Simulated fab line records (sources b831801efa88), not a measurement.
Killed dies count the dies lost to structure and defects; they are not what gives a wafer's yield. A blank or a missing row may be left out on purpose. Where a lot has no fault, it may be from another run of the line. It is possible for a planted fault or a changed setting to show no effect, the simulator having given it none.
The tool behind it: which one? :: flow sky130 :: 14 lots, 42 wafers sampled, at 1 step of a route of 708

WHAT THE GAUGES SHOWED, per wafer
SKY_VIA4_BOW_MEAS_03. Usual: for VIA4_BOW the level is 80 um and the standard deviation is 8.2.
lot: L497
measured: day 42 21:14
on: film_metro-01
VIA4_BOW (um): 80 79 85
flag: 

lot: L499
measured: day 43 09:40
on: film_metro-04
VIA4_BOW (um): 79 87 66
flag: 

lot: L501
measured: day 44 03:56
on: film_metro-01
VIA4_BOW (um): 78 68 70
flag: 

lot: L502
measured: day 44 05:17
on: film_metro-01
VIA4_BOW (um): 71 84 70
flag: 

lot: L503
measured: day 44 09:14
on: film_metro-04
VIA4_BOW (um): 76 68 82
flag: 

lot: L504
measured: day 44 20:37
on: film_metro-04
VIA4_BOW (um): 83 80 78
flag: 

lot: L505
measured: day 45 04:05
on: film_metro-04
VIA4_BOW (um): 87 89 90
flag: 

lot: L508
measured: day 45 22:43
on: film_metro-04
VIA4_BOW (um): 77 87 77
flag: 

lot: L509
measured: day 46 01:40
on: film_metro-04
VIA4_BOW (um): 78 79 92
flag: 

lot: L510
measured: day 46 10:28
on: film_metro-01
VIA4_BOW (um): 63 65 71
flag: 

lot: L511
measured: day 46 12:11
on: film_metro-02
VIA4_BOW (um): 97 83 91
flag: 

lot: L513
measured: day 46 22:22
on: film_metro-04
VIA4_BOW (um): 85 69 68
flag: 

lot: L515
measured: day 47 16:35
on: film_metro-02
VIA4_BOW (um): 87 102 83
flag: 

lot: L516
measured: day 47 19:40
on: film_metro-04
VIA4_BOW (um): 74 80 94
flag: 

WHAT TOOL EACH LOT RAN ON (gives the tool, then ch and the chambers of the sampled wafers, and finally the start)
The record holds no process step before these readings.

AS READ BY THE TOOLS THEMSELVES (means over the sampled wafers that have a number; for cases with no such wafer, the mark the record gives instead)
The record holds no such reading with a usual standard deviation.

THE ANSWER, worked out from the rows above alone
Rule: a lot is off if the mean of its wafers that have a number lies more than 3 standard deviations from the usual mean. Also off: a lot with no number at a reading for which 4 or more lots have one. All remaining lots with rows at the step are treated as sound. Order of review: gauges by route order, followed by the tools' own readings, for which a lot's mean as printed above is used. At the first step where some lot is off, the reading lying furthest off is the one used; lots without a number count as furthest.
No lot is off at any reading shown: from this, nothing can be told.

WHAT THE SIMULATOR HAD INSERTED
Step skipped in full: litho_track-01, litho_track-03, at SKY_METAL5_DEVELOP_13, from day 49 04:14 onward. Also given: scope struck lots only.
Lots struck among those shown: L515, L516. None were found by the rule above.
